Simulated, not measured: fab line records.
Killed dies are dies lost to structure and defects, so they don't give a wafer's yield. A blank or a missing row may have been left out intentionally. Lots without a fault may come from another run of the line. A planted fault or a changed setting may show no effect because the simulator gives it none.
fab line records    flow sky130
record lots=7  wafers=21  last-day=49
route steps=708 shown VIA4@645 METAL5@661 PAD_OPEN@708
lots with no fault: from the same line, run without faults
start-h: start of the lot's first displayed wafer, in hours after the record's first day    wait-h: hours from the lot's prior step to this one    " unchanged from the row above    L1.1+2: a row that stands for several wafers    - either no value or no given start    * or withheld: withheld    < > ~ a bound
route shown NAME@n: a module of which the file shows steps, and the number in the route of the first    usual: mean/standard deviation taken from wafers without a fault    same: alike in all rows    chamber/n: place in a boat    sites: each site's reading    _std_site: standard deviation of those values    _edge_site: mean of outer sites minus mean of inner sites    radius-mm: how far each site lies from the wafer's centre    mask NAME#n: copy n    behind: the last tool/chamber to shape the wafer    hold: why the lot was held/for how many hours/how that ended    device: which transistor (n, p or np) failed to switch    end of line: at the end of the route, the tests of the same wafers    for a step that has no rows: nothing shown but its recipe    killed: at the first sort, the dies lost to defects and structure; wafer yield is something else    map: shows each die of a wafer: x if killed, . if not, _ if none is there
set.NAME: the setting the step ran with; set.NAME@STEP: the setting that earlier step ran with    model.NAME: the simulator's own value behind a step, which no gauge read
certain route steps with their lots: each step a table, each wafer a row
services: the hour from which a tool's chamber was out of use, counted from the record's first day as start-h (under 0 if before that day), plus the number of hours and why
## steps
# step SKY_VIA4_COAT_06
# recipe resist=NOVOLAK  spin-rpm=3000  resist-thk-nm=1140
# step SKY_VIA4_SOFTBAKE_07
# recipe temp-c=90  time-s=60  resist=NOVOLAK
# step SKY_VIA4_EXPOSE_08
# recipe mask-id=VIM4  na=0.6  source-shape=conventional  sigma-outer=0.6  polarization=unpolarized  target-cd-nm=800  dose-mj=132
# step SKY_VIA4_PEB_09
# recipe temp-c=withheld  time-s=*  resist=NOVOLAK
# step SKY_VIA4_DEVELOP_10
# recipe resist=NOVOLAK  developer=TMAH  develop-time-s=60  dev-temp-c=23
# step SKY_VIA4_OVL_MEAS_11
# usual VIA4_OVL=0.3/1.4
lot.wafer  tool        chamber  start-h  wait-h  VIA4_OVL[nm]
L389.4     overlay-01  -        1026.13  0.1     -1.0
L389.5     "           -        "        "       1.0
L389.6     "           -        "        "       -2.2
L390.2     overlay-01  -        1029.54  0.1     -0.4
L390.4     "           -        "        "       -0.7
L390.5     "           -        "        "       0.9
L397.1     overlay-01  -        1075.14  0.1     -0.9
L397.2     "           -        "        "       -1.0
L397.6     "           -        "        "       1.3
L398.1     overlay-01  -        1090.24  0.1     0.5
L398.5     "           -        "        "       -0.8
L398.6     "           -        "        "       -0.5
L399.1     overlay-01  -        1092.39  0.1     0.8
L399.2     "           -        "        "       -0.6
L399.4     "           -        "        "       1.4
L403.1     overlay-01  -        1107.09  0.1     0.6
L403.3     "           -        "        "       -1.8
L403.5     "           -        "        "       -0.8
L404.3     overlay-02  -        1112.90  0.1     0.1
L404.4     "           -        "        "       0.4
L404.6     "           -        "        "       1.3
# step SKY_VIA4_ETCH_12
# recipe target=SiO2  chemistry=C4F8/O2/Ar  stop-on=TiN  mask-material=NOVOLAK  source-w=1500  bias-w=1200  pressure-mtorr=40  c4f8-flow-sccm=withheld  O2_flow_sccm=6  Ar_flow_sccm=300  time-s=withheld  target-depth-a=5800
# usual bias-w=1200/3.7  oes-product-au=0.926/0.0043
lot.wafer  tool         chamber  start-h  wait-h  bias-w  oes-product-au
L389.4     rie-diel-04  2        1026.15  0.0     1202    0.925
L389.5     "            2        "        "       1201    0.924
L389.6     "            1        "        "       1195    0.924
L390.2     rie-diel-01  0        1029.57  0.0     1202    0.923
L390.4     "            1        "        "       1197    0.937
L390.5     "            2        "        "       1201    0.921
L397.1     rie-diel-01  1        1075.17  0.0     1198    0.920
L397.2     "            2        "        "       1197    0.929
L397.6     "            0        "        "       1201    0.926
L398.1     rie-diel-04  0        1090.27  0.0     1204    0.927
L398.5     "            0        "        "       1204    0.921
L398.6     "            3        "        "       1198    0.923
L399.1     rie-diel-01  1        1092.42  0.0     1199    0.924
L399.2     "            2        "        "       1197    0.925
L399.4     "            0        "        "       1199    0.930
L403.1     rie-diel-01  3        1107.12  0.0     1204    0.925
L403.3     "            0        "        "       1199    0.922
L403.5     "            2        "        "       1205    0.927
L404.3     rie-diel-02  0        1112.92  0.0     1198    0.923
L404.4     "            3        "        "       1207    0.924
L404.6     "            3        "        "       1208    0.920
# step SKY_VIA4_STRIP_13
# recipe chemistry=O2/N2  power-w=1400  pressure-mtorr=1500  platen-temp-c=withheld  o2-flow-sccm=3000  n2-flow-sccm=300  overash-fraction=0.5
# usual drypump-motor-current-A=5.50/0.29  n2-flow-sccm=300.2/0.85  oes-product-au=0.710/0.0046  strip-time-to-endpoint-s=12.799/0.025
lot.wafer  tool             chamber  start-h  wait-h  drypump-motor-current-A  n2-flow-sccm  oes-product-au  rf-hours-counter-h  strip-time-to-endpoint-s
L389.4     plasma-asher-03  0        1026.25  -       5.27                     301.4         0.712           -                   12.827
L389.5     "                1        "        "       5.36                     299.5         0.701           -                   12.801
L389.6     "                0        "        "       5.23                     299.2         0.711           -                   12.768
L390.2     plasma-asher-03  0        1029.64  -       5.30                     299.9         0.710           58                  12.816
L390.4     "                1        "        "       5.42                     301.0         0.705           -                   12.787
L390.5     "                1        "        "       5.39                     299.8         0.714           -                   12.809
L397.1     plasma-asher-02  1        1075.24  -       5.44                     298.9         0.712           34                  12.772
L397.2     "                0        "        "       6.39                     300.0         0.714           34                  12.785
L397.6     "                0        "        "       6.37                     301.7         0.712           -                   12.748
L398.1     plasma-asher-04  1        1090.34  -       5.80                     299.9         0.710           2                   12.793
L398.5     "                1        "        "       5.80                     299.4         0.710           -                   12.823
L398.6     "                0        "        "       5.44                     301.0         0.710           -                   12.836
L399.1     plasma-asher-03  1        1092.49  -       5.38                     300.4         0.710           65                  12.815
L399.2     "                0        "        "       5.28                     299.9         0.719           65                  12.806
L399.4     "                0        "        "       5.27                     300.6         0.713           -                   12.779
L403.1     plasma-asher-03  1        1107.20  -       5.39                     298.9         0.709           66                  12.831
L403.3     "                0        "        "       5.27                     300.2         0.715           -                   12.828
L403.5     "                0        "        "       5.30                     298.1         0.711           -                   12.843
L404.3     plasma-asher-04  0        1113.03  -       5.45                     299.5         0.706           -                   12.819
L404.4     "                1        "        "       5.80                     300.1         0.707           -                   12.819
L404.6     "                0        "        "       5.42                     300.8         0.707           -                   12.818
# step SKY_VIA4_STRIP_14
# recipe chemistry=post-etch-residue-remover  time-s=1200  temp-c=72.5
# step SKY_VIA4_CLEAN_15
# recipe chemistry=IPA  time-s=180  temp-c=25
# step SKY_VIA4_CLEAN_16
# recipe chemistry=O3/DIW  dry=n2-spin
# step SKY_VIA4_SPUTTER_17
# recipe material=TiN  target-thk-nm=20  chamber-pressure-pa=5  power-w=4000  time-s=80
# usual throttle-valve-pct=29.8/0.7
lot.wafer  tool            chamber  start-h  wait-h  throttle-valve-pct
L389.4     pvd-sputter-01  -        1026.85  0.0     30.5
L389.5     "               -        "        "       30.2
L389.6     "               -        "        "       30.8
L390.2     pvd-sputter-02  -        1030.33  0.0     30.1
L390.4     "               -        "        "       30.9
L390.5     "               -        "        "       29.0
L397.1     pvd-sputter-02  -        1075.84  0.0     29.9
L397.2     "               -        "        "       30.4
L397.6     "               -        "        "       29.6
L398.1     pvd-sputter-02  -        1090.94  0.0     30.0
L398.5     "               -        "        "       30.0
L398.6     "               -        "        "       29.2
L399.1     pvd-sputter-04  -        1093.09  0.0     30.4
L399.2     "               -        "        "       29.9
L399.4     "               -        "        "       29.8
L403.1     pvd-sputter-01  -        1107.79  0.0     30.2
L403.3     "               -        "        "       29.5
L403.5     "               -        "        "       31.1
L404.3     pvd-sputter-04  -        1113.59  0.0     29.8
L404.4     "               -        "        "       29.6
L404.6     "               -        "        "       30.4
# step SKY_VIA4_CVD_18
# recipe material=W  target-thk-nm=505  time-s=152.14  temp-c=400  pressure-torr=40
# usual heater-power-w=805/30  susceptor-temp-C=399.98/0.24
lot.wafer  tool      chamber  start-h  wait-h  heater-power-w  susceptor-temp-C  model.W_of_VIA4_CVD_18.thk-nm
L389.4     cvd-w-01  1        1026.96  0.1     825             399.73            524.2
L389.5     "         1        "        "       826             399.63            525.1
L389.6     "         0        "        "       785             400.48            507.1
L390.2     cvd-w-02  0        1030.39  0.0     822             400.01            487.2
L390.4     "         1        "        "       770             400.01            498.9
L390.5     "         1        "        "       765             399.56            496.9
L397.1     cvd-w-01  0        1075.90  0.0     765             394.81            459.1
L397.2     "         1        "        "       814             400.10            523.2
L397.6     "         1        "        "       843             400.30            526.6
L398.1     cvd-w-01  1        1091.00  0.0     836             400.09            514.7
L398.5     "         0        "        "       758             394.41            450.4
L398.6     "         1        "        "       840             400.02            517.8
L399.1     cvd-w-01  0        1093.15  0.0     775             394.59            447.4
L399.2     "         1        "        "       841             399.66            517
L399.4     "         0        "        "       766             394.86            449.5
L403.1     cvd-w-02  1        1107.85  0.0     744             399.74            498
L403.3     "         0        "        "       821             400.14            493.8
L403.5     "         1        "        "       768             399.93            494
L404.3     cvd-w-02  1        1113.70  0.1     776             400.08            502.9
L404.4     "         0        "        "       796             400.07            495.7
L404.6     "         0        "        "       830             399.98            498.8
# step SKY_VIA4_RS_MEAS_19
# recipe thk-meas-gauge=four-point-probe  reads=W_of_VIA4_CVD_18+TiN_of_VIA4_SPUTTER_17
# usual VIA4_W_RS=0.228/0.0046
lot.wafer  tool           chamber  start-h  wait-h  VIA4_W_RS[ohm/sq]
L389.4     film-metro-04  -        1027.12  0.1     0.218
L389.5     "              -        "        "       0.217
L389.6     "              -        "        "       0.226
L390.2     film-metro-02  -        1030.57  0.1     0.235
L390.4     "              -        "        "       0.229
L390.5     "              -        "        "       0.230
L397.1     film-metro-03  -        1076.05  0.1     0.249
L397.2     "              -        "        "       0.219
L397.6     "              -        "        "       0.217
L398.1     film-metro-04  -        1091.15  0.1     0.223
L398.5     "              -        "        "       0.254
L398.6     "              -        "        "       0.221
L399.1     film-metro-04  -        1093.30  0.1     0.256
L399.2     "              -        "        "       0.221
L399.4     "              -        "        "       0.255
L403.1     film-metro-02  -        1108.00  0.1     0.230
L403.3     "              -        "        "       0.232
L403.5     "              -        "        "       0.232
L404.3     film-metro-04  -        1113.84  0.1     0.227
L404.4     "              -        "        "       0.231
L404.6     "              -        "        "       0.229
# step SKY_VIA4_THK_MEAS_20
# recipe thk-meas-gauge=xrf  reads=W_of_VIA4_CVD_18
# usual VIA4_W_THK=511/11
lot.wafer  tool           chamber  start-h  wait-h  VIA4_W_THK[nm]
L389.4     film-metro-04  -        1027.21  0.1     526
L389.5     "              -        "        "       528
L389.6     "              -        "        "       512
L390.2     film-metro-02  -        1030.68  0.1     499
L390.4     "              -        "        "       512
L390.5     "              -        "        "       508
L397.1     film-metro-03  -        1076.17  0.1     466
L397.2     "              -        "        "       534
L397.6     "              -        "        "       539
L398.1     film-metro-04  -        1091.27  0.1     516
L398.5     "              -        "        "       452
L398.6     "              -        "        "       520
L399.1     film-metro-04  -        1093.42  0.1     449
L399.2     "              -        "        "       517
L399.4     "              -        "        "       449
L403.1     film-metro-02  -        1108.12  0.1     511
L403.3     "              -        "        "       508
L403.5     "              -        "        "       508
L404.3     film-metro-04  -        1113.94  0.1     509
L404.4     "              -        "        "       506
L404.6     "              -        "        "       504
# step SKY_VIA4_CMP_21
# recipe stop-on=SiO2  t-overpolish-s=25  down-force-psi=3.5  platen-rpm=60  target-thk-nm=0  pad-velocity-m-s=0.94248
# usual motor-current-A=10.8/1.2  time-to-endpoint-s=121/3.9
lot.wafer  tool    chamber  start-h  wait-h  motor-current-A  time-to-endpoint-s
L389.4     cmp-01  3        1027.24  0.0     10.7             123
L389.5     "       3        "        "       11.6             125
L389.6     "       0        "        "       11.1             120
L390.4     cmp-01  3        1030.78  0.1     11.3             118
L390.2     "       0        "        "       11.3             117
L390.5     "       3        "        "       11.3             123
L397.2     cmp-02  3        1076.23  0.0     10.7             128
L397.1     "       1        "        "       11.5             114
L397.6     "       0        "        "       10.8             128
L398.1     cmp-01  3        1091.33  0.1     11.7             122
L398.6     "       3        "        "       10.9             128
L398.5     "       0        "        "       11.6             107
L399.1     cmp-01  2        1093.48  0.1     8.0              109
L399.2     "       3        "        "       11.3             129
L399.4     "       0        "        "       11.7             107
L403.3     cmp-01  2        1108.18  0.0     8.1              117
L403.1     "       0        "        "       12.1             119
L403.5     "       2        "        "       8.3              115
L404.4     cmp-01  0        1114.18  0.2     11.8             123
L404.3     "       1        "        "       11.7             120
L404.6     "       2        "        "       8.2              122
# step SKY_METAL5_SPUTTER_00
# recipe material=Ti  target-thk-nm=15  power-w=3000  time-s=10  chamber-pressure-pa=0.4
# usual throttle-valve-pct=30.2/0.7
lot.wafer  tool            chamber  start-h  wait-h  throttle-valve-pct
L389.4     pvd-sputter-02  -        1027.54  0.2     28.9
L389.5     "               -        "        "       30.3
L389.6     "               -        "        "       29.0
L390.2     pvd-sputter-01  -        1031.03  0.1     30.6
L390.4     "               -        "        "       30.6
L390.5     "               -        "        "       30.5
L397.1     pvd-sputter-01  -        1076.53  0.1     29.4
L397.2     "               -        "        "       30.8
L397.6     "               -        "        "       29.9
L398.1     pvd-sputter-01  -        1091.63  0.2     30.1
L398.5     "               -        "        "       31.1
L398.6     "               -        "        "       29.7
L399.1     pvd-sputter-01  -        1093.78  0.2     29.5
L399.2     "               -        "        "       30.2
L399.4     "               -        "        "       30.3
L403.1     pvd-sputter-02  -        1108.48  0.1     30.7
L403.3     "               -        "        "       29.1
L403.5     "               -        "        "       29.5
L404.3     pvd-sputter-02  -        1114.38  0.1     30.5
L404.4     "               -        "        "       29.8
L404.6     "               -        "        "       30.0
# step SKY_PAD_OPEN_PROBE_99
# usual defect-limited-yield=82.3/1.9  killed_at_M0_to_M3=43/7.4  killed_at_M4_up=3.3/2  killed-at-contacts=24/5.4  killed-at-front-end=16/4.2  killed-at-other=0.3/0.61  killed-dies=87/9.4  killed-open=47/7.3  killed-short=40/6.7  sort_bin_3_pad_short=0.9/0.43  sort_bin_5_function=10.4/1.4  sort_bin_6_memory=6.4/1.2  sort-n-pass=405/9.4  sort-yield-pct=82.3/1.9
# same gross-dies=492  killed-at-back-side=0  sort_bin_4_leakage[%]=0  sort_bin_8_speed[%]=0
lot.wafer  tool       chamber  start-h  wait-h  defect-limited-yield[%]  killed_at_M0_to_M3  killed_at_M4_up  killed-at-contacts  killed-at-front-end  killed-at-other  killed-dies  killed-open  killed-short  sort_bin_3_pad_short[%]  sort_bin_5_function[%]  sort_bin_6_memory[%]  sort-n-pass  sort-yield-pct[%]
L389.4     prober-02  -        1096.00  0.2     82.5                     44                  2                23                  17                   0                86           43           43            1.4                      7.5                     8.5                   406          82.5
L389.5     prober-02  -        1096.05  0.2     82.9                     48                  5                18                  13                   0                84           43           41            0.8                      11.8                    4.5                   408          82.9
L389.6     prober-02  -        1096.10  0.2     80.9                     45                  6                25                  18                   0                94           52           42            0.4                      12.0                    6.7                   398          80.9
L390.2     prober-02  -        1099.48  0.1     82.7                     41                  3                25                  16                   0                85           49           36            0.6                      10.0                    6.7                   407          82.7
L390.4     prober-02  -        1099.58  0.2     83.5                     41                  4                18                  17                   1                81           45           36            0.8                      10.8                    4.9                   411          83.5
L390.5     prober-02  -        1099.63  0.2     81.5                     42                  2                25                  21                   1                91           47           43            0.2                      12.2                    6.1                   401          81.5
L403.1     prober-02  -        1169.14  0.1     80.3                     42                  3                36                  16                   0                97           53           43            0.4                      11.8                    7.5                   395          80.3
L403.3     prober-02  -        1169.24  0.2     78.3                     36                  3                36                  32                   0                107          65           41            1.0                      12.6                    8.1                   385          78.3
L403.5     prober-02  -        1169.34  0.2     81.3                     42                  7                22                  21                   0                92           47           45            1.6                      9.1                     7.9                   400          81.3
L404.3     prober-02  -        1175.42  0.2     82.1                     42                  3                27                  16                   0                88           38           50            0.6                      11.2                    6.1                   404          82.1
L404.4     prober-02  -        1175.47  0.2     81.9                     34                  4                33                  18                   0                89           48           41            1.8                      10.0                    6.3                   403          81.9
L404.6     prober-02  -        1175.57  0.2     81.5                     49                  5                24                  13                   0                91           49           42            1.2                      10.2                    7.1                   401          81.5
# killed by level:class
L389.4 VIA1:geometric-particle:open=8 CONTACT:geometric-particle:open=7 VIA1:geometric-particle:short=7 METAL1:geometric-particle:short=6 VIA2:geometric-particle:open=5 FIELD_ISO:geometric-particle:short=4 LI_CONTACT:geometric-particle:open=4 LOCAL_INTERCONNECT:geometric-particle:short=4
L389.5 VIA1:geometric-particle:open=10 CONTACT:geometric-particle:open=9 METAL2:geometric-particle:short=7 METAL1:geometric-particle:short=7 VIA3:geometric-particle:open=6 VIA2:geometric-particle:short=5 VIA2:geometric-particle:open=5 LI_CONTACT:geometric-particle:open=5
L389.6 LI_CONTACT:geometric-particle:open=11 VIA1:geometric-particle:open=9 CONTACT:geometric-particle:open=7 POLY_GATE:geometric-particle:short=6 VIA2:geometric-particle:open=6 METAL1:geometric-particle:short=6 FIELD_ISO:geometric-particle:short=5 VIA3:geometric-particle:open=5
L390.2 LI_CONTACT:geometric-particle:open=9 VIA1:geometric-particle:open=8 VIA1:geometric-particle:short=8 CONTACT:geometric-particle:open=8 VIA2:geometric-particle:open=7 FIELD_ISO:geometric-particle:short=5 POLY_GATE:geometric-particle:open=5 METAL3:geometric-particle:short=4
L390.4 VIA2:geometric-particle:open=10 VIA1:geometric-particle:open=8 CONTACT:geometric-particle:open=5 VIA3:geometric-particle:open=4 POLY_GATE:geometric-particle:short=4 LOCAL_INTERCONNECT:geometric-particle:short=4 CONTACT:geometric-particle:short=4 METAL2:geometric-particle:short=4
L390.5 VIA1:geometric-particle:open=9 CONTACT:geometric-particle:open=8 LI_CONTACT:geometric-particle:open=8 METAL2:geometric-particle:short=7 FIELD_ISO:geometric-particle:short=6 CONTACT:geometric-particle:short=6 VIA2:geometric-particle:open=5 VIA3:geometric-particle:open=5
L403.1 CONTACT:geometric-particle:open=14 LI_CONTACT:geometric-particle:open=11 VIA1:geometric-particle:short=9 VIA1:geometric-particle:open=9 VIA3:geometric-particle:open=8 LOCAL_INTERCONNECT:geometric-particle:short=5 METAL1:geometric-particle:short=5 FIELD_ISO:geometric-particle:short=4
L403.3 CONTACT:geometric-particle:open=18 VIA1:geometric-particle:open=13 POLY_GATE:geometric-particle:open=10 CONTACT:geometric-particle:short=10 FIELD_ISO:geometric-particle:short=8 LI_CONTACT:geometric-particle:open=6 VIA3:geometric-particle:open=5 FIELD_ISO:geometric-particle:open=4
L403.5 VIA1:geometric-particle:open=9 METAL1:geometric-particle:short=8 LI_CONTACT:geometric-particle:open=7 CONTACT:geometric-particle:short=6 FIELD_ISO:geometric-particle:short=5 CONTACT:geometric-particle:open=5 POLY_GATE:geometric-particle:open=4 POLY_GATE:geometric-particle:short=4
L404.3 METAL2:geometric-particle:short=14 VIA1:geometric-particle:open=12 CONTACT:geometric-particle:short=8 LI_CONTACT:geometric-particle:open=7 CONTACT:geometric-particle:open=7 VIA1:geometric-particle:short=6 METAL1:geometric-particle:short=4 FIELD_ISO:geometric-particle:short=3
L404.4 LI_CONTACT:geometric-particle:open=12 VIA1:geometric-particle:open=9 CONTACT:geometric-particle:short=8 CONTACT:geometric-particle:open=7 METAL2:geometric-particle:short=7 FIELD_ISO:geometric-particle:short=6 FIELD_ISO:geometric-particle:open=6 VIA2:geometric-particle:open=6
L404.6 CONTACT:geometric-particle:open=11 VIA1:geometric-particle:open=10 VIA2:geometric-particle:open=8 METAL2:geometric-particle:short=7 CONTACT:geometric-particle:short=6 VIA1:geometric-particle:short=6 METAL1:geometric-particle:short=5 FIELD_ISO:geometric-particle:short=4
## services
tool             chamber  start-h  hours  kind
pvd-sputter-04   -        1020.52  7.2    repair
rie-diel-02      1        1023.04  21.3   repair
cmp-01           -        1028.42  2.2    repair
cmp-01           -        1031.06  1.0    repair
cmp-02           -        1034.54  1.0    repair
rie-diel-01      0        1038.02  4.0    repair
pvd-sputter-04   -        1043.05  3.0    repair
rie-diel-04      -        1051.75  1.0    repair
plasma-asher-04  -        1055.25  9.0    pm
plasma-asher-02  -        1057.23  2.8    pm
rie-diel-02      3        1058.18  2.2    repair
pvd-sputter-01   -        1058.27  3.3    repair
cmp-02           -        1062.84  3.5    repair
rie-diel-02      2        1071.29  8.0    repair
rie-diel-02      -        1072.31  5.8    repair
rie-diel-02      0        1081.04  14.2   repair
plasma-asher-04  -        1083.20  3.8    repair
plasma-asher-04  -        1085.09  2.1    repair
cmp-02           -        1091.30  4.0    pm
cvd-w-01         -        1093.82  1.1    repair
plasma-asher-03  -        1094.04  4.5    repair
cmp-02           -        1097.60  5.0    pm
cmp-02           -        1103.96  1.7    repair
rie-diel-04      -        1105.52  0.2    repair
## key
first-sign step=SKY_VIA4_CVD_18  reading=susceptor-temp-C  direction=down  sigmas=22  usual=*  struck=*
effect step=SKY_VIA4_RS_MEAS_19  reading=VIA4_W_RS  direction=up  sigmas=5.6  usual=0.228  struck=0.254
effect step=SKY_VIA4_THK_MEAS_20  reading=VIA4_W_THK  direction=down  sigmas=5.4  usual=511  struck=454
effect step=SKY_VIA4_CMP_21  reading=time-to-endpoint-s  direction=down  sigmas=3.1  usual=*  struck=*
model-effect step=SKY_VIA4_CVD_18  value=W_of_VIA4_CVD_18.thk-nm  without=498.4  struck=451.6
met-at SKY_VIA4_CVD_18
struck-wafers L397.1,L398.5,L399.1,L399.4
onset-between 1026.96 1075.90
fault kind=process-parameter-drift  tool=cvd-w-01  chamber=0  onset-h=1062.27  steps=SKY_VIA4_CVD_18  channel=temp-c  offset=*  shape=step  end-h=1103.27  acts-in=*  stated=*
